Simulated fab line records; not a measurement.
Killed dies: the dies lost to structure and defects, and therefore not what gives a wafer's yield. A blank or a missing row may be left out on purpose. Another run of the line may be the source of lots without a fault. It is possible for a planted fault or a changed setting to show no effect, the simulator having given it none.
Struck lot and sound lot, side by side :: flow sky130 :: 14 steps out of a route of 708
Sound: the wafers L565.1, L565.4, L565.5. The struck wafers were L577.1, L577.3, L577.4. At the end, the cause is stated.
Each step with rows lists, per side, the tool, then ch with its chambers, then its first start. Under that, the readings that differ: sound wafers :: struck wafers :: difference of the means :: sigmas: that difference in standard deviations of wafers without a fault.
alike: readings whose means differ by less than 2 such deviations, and words and numbers that are the same on both sides. not compared: withheld readings, readings that some wafer has no value for, bounds like >300 that may hide the same value, and numbers for which the record gives no deviation and whose values overlap.
The two part at a step that has a row with sigmas, a row that says differs or no value, or rows on one side only. When numbers do not overlap yet have no deviation, they are printed without sigmas and do not part them. A reading missing from all wafers of one side parts the sides only when that side holds two or more wafers.

first, 3 steps without rows for these wafers: SKY_LDD_HVP_EXPOSE_04 (exposes mask HVPTM, target cd 700 nm); SKY_LDD_HVP_PEB_05; SKY_LDD_HVP_DEVELOP_06 (develop time 60 s).
SKY_LDD_HVP_OVL_MEAS_07:
  sound on overlay-02 at day 21 15:15; struck on overlay-01 at day 25 22:38
  alike: LDD_HVP_OVL
next, for these wafers, 1 step has no rows: SKY_LDD_HVP_IMPLANT_08.
SKY_LDD_HVP_STRIP_09: strips in O2/N2.
  sound on plasma-asher-02 ch 0,1, day 21 15:26; struck on plasma-asher-04 ch 0,1, day 25 22:49
  alike: drypump-motor-current-A, oes-product-au, strip-time-to-endpoint-s
  not compared: rf-hours-counter-h
SKY_LDD_HVP_TW_MEAS_10:
  sound on film-metro-04 at day 21 15:32; struck on film-metro-03 at day 25 22:55
reading: LDD_HVP_TW
sound: 465 465 465
struck: 447 447 449
difference: -17
sigmas: -2
then, 5 steps without rows for these wafers: SKY_LDD_LDN_DEHYDRATE_00 (time 60 s); SKY_LDD_LDN_HMDS_01 (prime time 60 s); SKY_LDD_LDN_COAT_02 (resist thk 1140 nm); SKY_LDD_LDN_SOFTBAKE_03 (time 60 s); SKY_LDD_LDN_EXPOSE_04 (exposes mask LDNTM, target cd 700 nm).
SKY_LDD_LDN_PEB_05:
  sound on litho-track-01 ch 0, day 22 21:26; struck on litho-track-02, day 27 03:38
reading: exhaust-pa (Pa)
sound: 44.2 46.4 44.5
struck: - - -
difference: no value on the struck wafers
sigmas: 
  not compared: chill-plate-temp-C
then, 1 step without rows for these wafers: SKY_LDD_LDN_DEVELOP_06 (develop time 60 s).

WHERE THEY PART
At SKY_LDD_HVP_TW_MEAS_10 first; at SKY_LDD_LDN_PEB_05 last (within this record only).

WHY: whatever the simulator had introduced
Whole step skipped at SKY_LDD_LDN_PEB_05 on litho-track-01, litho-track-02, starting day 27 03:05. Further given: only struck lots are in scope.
